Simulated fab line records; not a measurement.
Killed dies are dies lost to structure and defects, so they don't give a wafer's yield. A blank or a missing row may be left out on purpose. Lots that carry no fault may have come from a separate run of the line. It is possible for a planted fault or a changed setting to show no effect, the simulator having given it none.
fab line records -- flow sky130
[record] lots = 12, wafers = 36, lastDay = 50
route steps=708 shown METAL4@598 CAP2M@603 VIA4@639
lots with no fault: from the same line, run without faults
startH: the number of hours between the record's first day and the start of the first shown wafer of the lot -- waitH: how many hours have passed since the lot's step before this one -- " same as the row above -- L1.1+2: several wafers, shown together as one row -- - either no value or no given start -- * or withheld: withheld -- < > ~ a bound
route shown NAME@n: a module of which the file shows steps, and the number in the route of the first -- usual: mean and standard deviation over wafers with no fault -- same: alike in all rows -- chamber/n: place in a boat -- sites: per-site readings -- _std_site: the values' standard deviation -- _edge_site: inner sites' mean taken away from outer sites' mean -- radiusMm: for every site, how far away it sits from the centre of the wafer -- mask NAME#n: copy n -- behind: tool/chamber where the wafer was last shaped -- hold: what put the lot on hold/how long, in hours/how the hold closed -- device: names the non-switching transistor (n, p or np) -- end of line: the route-end tests of the same wafers -- where a step has no rows: the recipe by itself -- killed: at the first sort, the dies lost to defects and structure; wafer yield is something else -- map: per-die view of a wafer (x killed, . not killed, _ where there is no die)
set.NAME: the setting that was run; set.NAME@STEP: the one run at that earlier step -- model.NAME: the simulator's own value behind a step, which no gauge read
steps of the route over a sample of lots; a table a step, a row a wafer
services: when a tool's chamber went out of use (startH, in hours from the record's first day, below 0 if earlier), for how many hours, and the reason
[[steps]]
[step SKY_METAL4_SPUTTER_00]
[recipe] material = Ti, targetThkNm = 15, powerW = 3000, timeS = 10, chamberPressurePa = 0.4
[usual] throttleValvePct = 29.5/0.87
lot.wafer,tool,chamber,startH,waitH,throttleValvePct
L571.2,pvdSputter-03,-,921.53,0.2,30.1
L571.3,pvdSputter-03,-,921.53,0.2,29.5
L571.4,pvdSputter-03,-,921.53,0.2,28.4
L574.1,pvdSputter-03,-,946.47,0.2,28.5
L574.3,pvdSputter-03,-,946.47,0.2,30.6
L574.6,pvdSputter-03,-,946.47,0.2,29.3
L576.1,pvdSputter-03,-,960.90,0.1,29.3
L576.4,pvdSputter-03,-,960.90,0.1,30.6
L576.6,pvdSputter-03,-,960.90,0.1,30.3
L583.1,pvdSputter-01,-,1018.27,0.2,28.4
L583.3,pvdSputter-01,-,1018.27,0.2,29.5
L583.4,pvdSputter-01,-,1018.27,0.2,28.1
L585.3,pvdSputter-01,-,1029.02,0.1,28.2
L585.5,pvdSputter-01,-,1029.02,0.1,28.6
L585.6,pvdSputter-01,-,1029.02,0.1,28.1
L584.1,pvdSputter-01,-,1037.27,0.2,29.3
L584.2,pvdSputter-01,-,1037.27,0.2,28.8
L584.5,pvdSputter-01,-,1037.27,0.2,29.3
L587.1,pvdSputter-03,-,1047.27,0.2,28.7
L587.3,pvdSputter-03,-,1047.27,0.2,30.3
L587.4,pvdSputter-03,-,1047.27,0.2,30.6
L586.1,pvdSputter-03,-,1048.97,0.2,28.6
L586.3,pvdSputter-03,-,1048.97,0.2,29.4
L586.6,pvdSputter-03,-,1048.97,0.2,30.4
L588.2,pvdSputter-04,-,1055.09,0.1,31.3
L588.5,pvdSputter-04,-,1055.09,0.1,29.4
L588.6,pvdSputter-04,-,1055.09,0.1,31.2
L589.4,pvdSputter-01,-,1056.42,0.1,29.1
L589.5,pvdSputter-01,-,1056.42,0.1,29.1
L589.6,pvdSputter-01,-,1056.42,0.1,29.4
L590.2,pvdSputter-03,-,1060.02,0.1,30.5
L590.5,pvdSputter-03,-,1060.02,0.1,30.6
L590.6,pvdSputter-03,-,1060.02,0.1,28.3
L594.1,pvdSputter-03,-,1076.14,0.1,29.4
L594.3,pvdSputter-03,-,1076.14,0.1,28.6
L594.4,pvdSputter-03,-,1076.14,0.1,30.5
[step SKY_CAP2M_CVD_00]
[recipe] material = SiO2, targetThkNm = 15.5, tempC = 400, timeS = withheld, rfW = 450
[usual] heaterPowerW = 758/110
lot.wafer,tool,chamber,startH,waitH,heaterPowerW
L571.2,pecvd-04,1,921.69,0.0,755
L571.3,pecvd-04,2,921.69,0.0,681
L571.4,pecvd-04,0,921.69,0.0,655
L574.1,pecvd-04,1,946.63,0.0,654
L574.3,pecvd-04,2,946.63,0.0,701
L574.6,pecvd-04,2,946.63,0.0,688
L576.1,pecvd-01,0,961.05,0.0,635
L576.4,pecvd-01,0,961.05,0.0,625
L576.6,pecvd-01,1,961.05,0.0,719
L583.1,pecvd-01,2,1018.43,0.0,703
L583.3,pecvd-01,0,1018.43,0.0,643
L583.4,pecvd-01,1,1018.43,0.0,808
L585.3,pecvd-01,1,1029.18,0.0,782
L585.5,pecvd-01,0,1029.18,0.0,576
L585.6,pecvd-01,2,1029.18,0.0,796
L584.1,pecvd-04,2,1037.43,0.0,731
L584.2,pecvd-04,1,1037.43,0.0,775
L584.5,pecvd-04,0,1037.43,0.0,702
L587.1,pecvd-01,2,1047.43,0.0,694
L587.3,pecvd-01,1,1047.43,0.0,842
L587.4,pecvd-01,2,1047.43,0.0,673
L586.1,pecvd-01,1,1049.12,0.0,873
L586.3,pecvd-01,0,1049.12,0.0,659
L586.6,pecvd-01,0,1049.12,0.0,654
L588.2,pecvd-04,2,1055.24,0.0,741
L588.5,pecvd-04,0,1055.24,0.0,590
L588.6,pecvd-04,2,1055.24,0.0,739
L589.4,pecvd-01,2,1056.58,0.0,796
L589.5,pecvd-01,1,1056.58,0.0,869
L589.6,pecvd-01,0,1056.58,0.0,580
L590.2,pecvd-01,2,1060.17,0.0,792
L590.5,pecvd-01,1,1060.17,0.0,783
L590.6,pecvd-01,2,1060.17,0.0,786
L594.1,pecvd-01,2,1076.29,0.0,786
L594.3,pecvd-01,2,1076.29,0.0,770
L594.4,pecvd-01,1,1076.29,0.0,767
[step SKY_VIA4_HDPCVD_00]
[recipe] material = SiO2, targetThkNm = 1750, sigmaOpenFrac = 0.3, timeS = 291.7, tempC = 400, sih4FlowSccm = 60, pressureMtorr = 6
[usual] sih4FlowSccm = 59.98/0.17
lot.wafer,tool,chamber,startH,waitH,sih4FlowSccm
L571.2,hdpcvd-02,0,971.77,0.0,59.84
L571.3,hdpcvd-02,2,971.77,0.0,59.83
L571.4,hdpcvd-02,0,971.77,0.0,59.94
L574.1,hdpcvd-02,2,994.56,0.0,47.90
L574.3,hdpcvd-02,1,994.56,0.0,48.11
L574.6,hdpcvd-02,2,994.56,0.0,47.86
L576.1,hdpcvd-02,2,1009.62,0.0,48.10
L576.4,hdpcvd-02,1,1009.62,0.0,48.04
L576.6,hdpcvd-02,0,1009.62,0.0,47.69
L583.1,hdpcvd-01,2,1063.50,0.0,60.16
L583.3,hdpcvd-01,1,1063.50,0.0,59.78
L583.4,hdpcvd-01,2,1063.50,0.0,59.97
L585.3,hdpcvd-02,2,1074.92,0.0,59.81
L585.5,hdpcvd-02,2,1074.92,0.0,59.96
L585.6,hdpcvd-02,0,1074.92,0.0,60.03
L584.1,hdpcvd-01,0,1081.64,0.0,59.83
L584.2,hdpcvd-01,1,1081.64,0.0,60.02
L584.5,hdpcvd-01,0,1081.64,0.0,59.75
L587.1,hdpcvd-01,0,1091.77,0.0,59.94
L587.3,hdpcvd-01,2,1091.77,0.0,60.06
L587.4,hdpcvd-01,0,1091.77,0.0,60.00
L586.1,hdpcvd-01,0,1092.46,0.0,59.89
L586.3,hdpcvd-01,1,1092.46,0.0,60.06
L586.6,hdpcvd-01,0,1092.46,0.0,60.03
L588.2,hdpcvd-02,1,1098.60,0.0,59.95
L588.5,hdpcvd-02,1,1098.60,0.0,59.89
L588.6,hdpcvd-02,2,1098.60,0.0,60.07
L589.4,hdpcvd-02,1,1100.61,0.1,59.95
L589.5,hdpcvd-02,0,1100.61,0.1,60.17
L589.6,hdpcvd-02,2,1100.61,0.1,60.29
L590.2,hdpcvd-02,2,1112.77,0.0,60.30
L590.5,hdpcvd-02,0,1112.77,0.0,59.99
L590.6,hdpcvd-02,2,1112.77,0.0,60.17
L594.1,hdpcvd-02,2,1117.23,0.0,60.09
L594.3,hdpcvd-02,0,1117.23,0.0,59.97
L594.4,hdpcvd-02,1,1117.23,0.0,60.00
[step SKY_VIA4_THK_MEAS_01]
[recipe] reads = SiO2_of_VIA4_HDPCVD_00
[usual] VIA4_HDPCVD_THK = 1744/19
lot.wafer,tool,chamber,startH,waitH,VIA4_HDPCVD_THK[nm]
L571.2,filmMetro-01,-,971.97,0.1,1716
L571.3,filmMetro-01,-,971.97,0.1,1723
L571.4,filmMetro-01,-,971.97,0.1,1720
L574.1,filmMetro-01,-,994.74,0.1,1417
L574.3,filmMetro-01,-,994.74,0.1,1412
L574.6,filmMetro-01,-,994.74,0.1,1410
L576.1,filmMetro-02,-,1009.80,0.1,1345
L576.4,filmMetro-02,-,1009.80,0.1,1385
L576.6,filmMetro-02,-,1009.80,0.1,1390
L583.1,filmMetro-01,-,1063.68,0.1,1705
L583.3,filmMetro-01,-,1063.68,0.1,1765
L583.4,filmMetro-01,-,1063.68,0.1,1728
L585.3,filmMetro-02,-,1075.12,0.1,1770
L585.5,filmMetro-02,-,1075.12,0.1,1758
L585.6,filmMetro-02,-,1075.12,0.1,1760
L584.1,filmMetro-03,-,1081.82,0.1,1727
L584.2,filmMetro-03,-,1081.82,0.1,1731
L584.5,filmMetro-03,-,1081.82,0.1,1752
L587.1,filmMetro-01,-,1091.95,0.1,1744
L587.3,filmMetro-01,-,1091.95,0.1,1749
L587.4,filmMetro-01,-,1091.95,0.1,1741
L586.1,filmMetro-01,-,1092.73,0.2,1751
L586.3,filmMetro-01,-,1092.73,0.2,1737
L586.6,filmMetro-01,-,1092.73,0.2,1748
L588.2,filmMetro-02,-,1098.79,0.1,1720
L588.5,filmMetro-02,-,1098.79,0.1,1742
L588.6,filmMetro-02,-,1098.79,0.1,1741
L589.4,filmMetro-01,-,1100.72,0.0,1790
L589.5,filmMetro-01,-,1100.72,0.0,1786
L589.6,filmMetro-01,-,1100.72,0.0,1768
L590.2,filmMetro-03,-,1112.95,0.1,1766
L590.5,filmMetro-03,-,1112.95,0.1,1760
L590.6,filmMetro-03,-,1112.95,0.1,1761
L594.1,filmMetro-01,-,1117.51,0.2,1747
L594.3,filmMetro-01,-,1117.51,0.2,1725
L594.4,filmMetro-01,-,1117.51,0.2,1730
[step SKY_VIA4_RS_MEAS_19]
[recipe] thkMeasGauge = four-point-probe, reads = W_of_VIA4_CVD_18+TiN_of_VIA4_SPUTTER_17
[usual] VIA4_W_RS = 0.2265/0.0021
lot.wafer,tool,chamber,startH,waitH,VIA4_W_RS[ohm/sq]
L571.2,filmMetro-01,-,996.12,0.1,0.2265
L571.3,filmMetro-01,-,996.12,0.1,0.2256
L571.4,filmMetro-01,-,996.12,0.1,0.2241
L574.1,filmMetro-01,-,1018.56,0.1,0.2234
L574.3,filmMetro-01,-,1018.56,0.1,0.2225
L574.6,filmMetro-01,-,1018.56,0.1,0.2267
L576.1,filmMetro-03,-,1033.51,0.1,0.2274
L576.4,filmMetro-03,-,1033.51,0.1,0.2266
L576.6,filmMetro-03,-,1033.51,0.1,0.2255
L583.1,filmMetro-02,-,1085.36,0.1,0.2280
L583.3,filmMetro-02,-,1085.36,0.1,0.2241
L583.4,filmMetro-02,-,1085.36,0.1,0.2266
L585.3,filmMetro-02,-,1096.47,0.1,0.2295
L585.5,filmMetro-02,-,1096.47,0.1,0.2261
L585.6,filmMetro-02,-,1096.47,0.1,0.2252
L584.1,filmMetro-02,-,1102.52,0.1,0.2287
L584.2,filmMetro-02,-,1102.52,0.1,0.2271
L584.5,filmMetro-02,-,1102.52,0.1,0.2302
L587.1,filmMetro-02,-,1112.98,0.1,0.2283
L587.3,filmMetro-02,-,1112.98,0.1,0.2248
L587.4,filmMetro-02,-,1112.98,0.1,0.2305
L586.1,filmMetro-01,-,1114.10,0.1,0.2284
L586.3,filmMetro-01,-,1114.10,0.1,0.2266
L586.6,filmMetro-01,-,1114.10,0.1,0.2251
L588.2,filmMetro-02,-,1117.12,0.1,0.2259
L588.5,filmMetro-02,-,1117.12,0.1,0.2246
L588.6,filmMetro-02,-,1117.12,0.1,0.2229
L589.4,filmMetro-01,-,1117.27,0.2,0.2250
L589.5,filmMetro-01,-,1117.27,0.2,0.2252
L589.6,filmMetro-01,-,1117.27,0.2,0.2239
L590.2,filmMetro-03,-,1129.03,0.1,0.2285
L590.5,filmMetro-03,-,1129.03,0.1,0.2275
L590.6,filmMetro-03,-,1129.03,0.1,0.2289
L594.1,filmMetro-03,-,1137.76,0.1,0.2249
L594.3,filmMetro-03,-,1137.76,0.1,0.2225
L594.4,filmMetro-03,-,1137.76,0.1,0.2231
[[services]]
tool,chamber,startH,hours,kind
pecvd-01,-,910.60,1.3,repair
pvdSputter-04,-,917.42,2.3,repair
hdpcvd-02,-,950.25,15.0,pm
hdpcvd-02,0,950.25,15.0,ventCycle
hdpcvd-02,1,950.25,15.0,ventCycle
hdpcvd-02,2,950.25,15.0,ventCycle
pecvd-01,2,953.58,6.6,repair
hdpcvd-02,0,965.25,-,clean
hdpcvd-02,1,965.25,-,clean
hdpcvd-02,2,965.25,-,clean
pecvd-01,2,983.69,5.5,scheduledDown
pecvd-01,-,1012.30,5.4,repair
pecvd-04,2,1014.23,19.7,repair
pecvd-01,-,1022.03,1.1,repair
hdpcvd-02,2,1034.74,4.7,repair
hdpcvd-02,2,1047.57,3.9,repair
pvdSputter-03,-,1051.00,1.7,repair
pvdSputter-04,-,1058.00,7.9,repair
hdpcvd-01,-,1063.68,2.8,pm
pecvd-01,0,1068.96,16.5,scheduledDown
hdpcvd-02,-,1080.10,14.6,pm
pvdSputter-04,-,1088.79,6.6,repair
pecvd-04,2,1096.81,8.4,repair
pvdSputter-03,-,1100.34,3.4,repair
[[key]]
[firstSign] step = SKY_VIA4_HDPCVD_00, reading = sih4FlowSccm, direction = down, sigmas = 71, usual = 59.98, struck = 47.95
[effect] step = SKY_VIA4_THK_MEAS_01, reading = VIA4_HDPCVD_THK, direction = down, sigmas = 19, usual = 1744, struck = 1393
metAt SKY_VIA4_HDPCVD_00
struckLots L574,L576
notActingAt SKY_METAL4_SPUTTER_00,SKY_CAP2M_CVD_00,SKY_VIA4_RS_MEAS_19
onsetBetween 971.77 994.56
[fault] kind = processParameterDrift, tool = hdpcvd-02, chamber = -, onsetH = 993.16, steps = SKY_VIA4_HDPCVD_00, channel = sih4FlowSccm, offset = -12, shape = step, endH = 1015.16, actsIn = theseRecipesOnly, stated = 60
